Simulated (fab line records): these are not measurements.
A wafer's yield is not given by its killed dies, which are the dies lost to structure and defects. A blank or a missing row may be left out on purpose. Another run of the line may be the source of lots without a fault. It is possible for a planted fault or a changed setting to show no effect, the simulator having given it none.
A lot that was struck, set against a sound lot / flow sky130 / 15 out of 708 route steps
Sound: the wafers L326.1, L326.2, L326.6. Wafers L333.1, L333.3, L333.4 were the ones struck. The cause comes at the end.
Each step with rows lists, per side, the tool, then ch with its chambers, then its first start. Under that, the readings that differ: sound wafers / struck wafers / difference of the means / sigmas: that difference in standard deviations of wafers without a fault.
alike: same words and numbers on both sides, and readings whose means sit less than 2 such deviations apart. not compared: any withheld reading, any reading some wafer has no value for, any bound like >300 that may hide the same value, and any number with overlapping values for which the record gives no deviation.
The two part at a step that has a row with sigmas, a row that says differs or no value, or rows on one side only. When numbers do not overlap yet have no deviation, they are printed without sigmas and do not part them. A reading missing from all wafers of one side parts the sides only when that side holds two or more wafers.

first, 1 step without rows for these wafers: SKY_FIELD_ISO_OXIDATION_22 (stabilise 600 s, purge 300 s, target thk 10 nm).
SKY_FIELD_ISO_THK_MEAS_23:
  struck on filmMetro-04, day 5 14:15; sound on filmMetro-03, day 3 22:05
  alike: FIELD_ISO_OXIDATION_01_THK
then, 1 step without rows for these wafers: SKY_FIELD_ISO_CVD_24 (deposits SiO2, target thk 595 nm, time 99.2 s).
SKY_FIELD_ISO_THK_MEAS_25:
  struck on filmMetro-03, day 5 14:23; sound on filmMetro-01, day 3 22:13
  alike: FIELD_ISO_CVD_24_THK
then, 1 step without rows for these wafers: SKY_FIELD_ISO_ANNEAL_26 (time 1800 s).
SKY_FIELD_ISO_CMP_27: polishes, stops on Si3N4, t overpolish 16 s, target thk 457.8 nm.
  sound on cmp-01 ch 0,1, day 4 08:13; struck on cmp-01 ch 0,1,3, day 5 23:03
  alike: motorCurrentA, overpolishRunS, timeToEndpointS
then, 5 steps without rows for these wafers: SKY_FIELD_ISO_WET_ETCH_28 (etches SiO2 in dHF, target depth 23.7 nm, time 47 s); SKY_FIELD_ISO_WET_ETCH_29 (etches Si3N4 in H3PO4, target depth 160 nm, time 1825 s); SKY_FIELD_ISO_WET_ETCH_30 (etches SiO2 in dHF, target depth 25 nm, time 50 s); SKY_NWELL_CLEAN_00 (cleans in SC1/SC2, time 150 s); SKY_NWELL_OXIDATION_01 (stabilise 600 s, purge 300 s, target thk 10 nm).
SKY_NWELL_THK_MEAS_02:
  struck on filmMetro-02, day 6 04:38; sound on filmMetro-04, day 4 10:47
  alike: NWELL_OXIDATION_THK
SKY_DNWELL_DEHYDRATE_00: time 60 s.
  sound on lithoTrack-03 ch 0, day 4 18:01; struck on lithoTrack-02 ch 0, day 6 12:52
reading=runLengthS (s); sound=88.82 88.84 89.12; struck=95.12 95.16 95.09; difference=+6.20; sigmas=+31
  alike: exhaustPa
then, 1 step without rows for these wafers: SKY_DNWELL_HMDS_01 (prime time 60 s).
SKY_PAD_OPEN_PROBE_99:
  the record has rows for the sound wafers here (prober-02, day 48 06:22) and none for the struck ones

WHERE THEY PART
At SKY_DNWELL_DEHYDRATE_00 first; at SKY_PAD_OPEN_PROBE_99 last (within this record only).

WHY: what had been put in by the simulator
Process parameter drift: lithoTrack-02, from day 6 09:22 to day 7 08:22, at SKY_DNWELL_DEHYDRATE_00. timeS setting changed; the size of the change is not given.
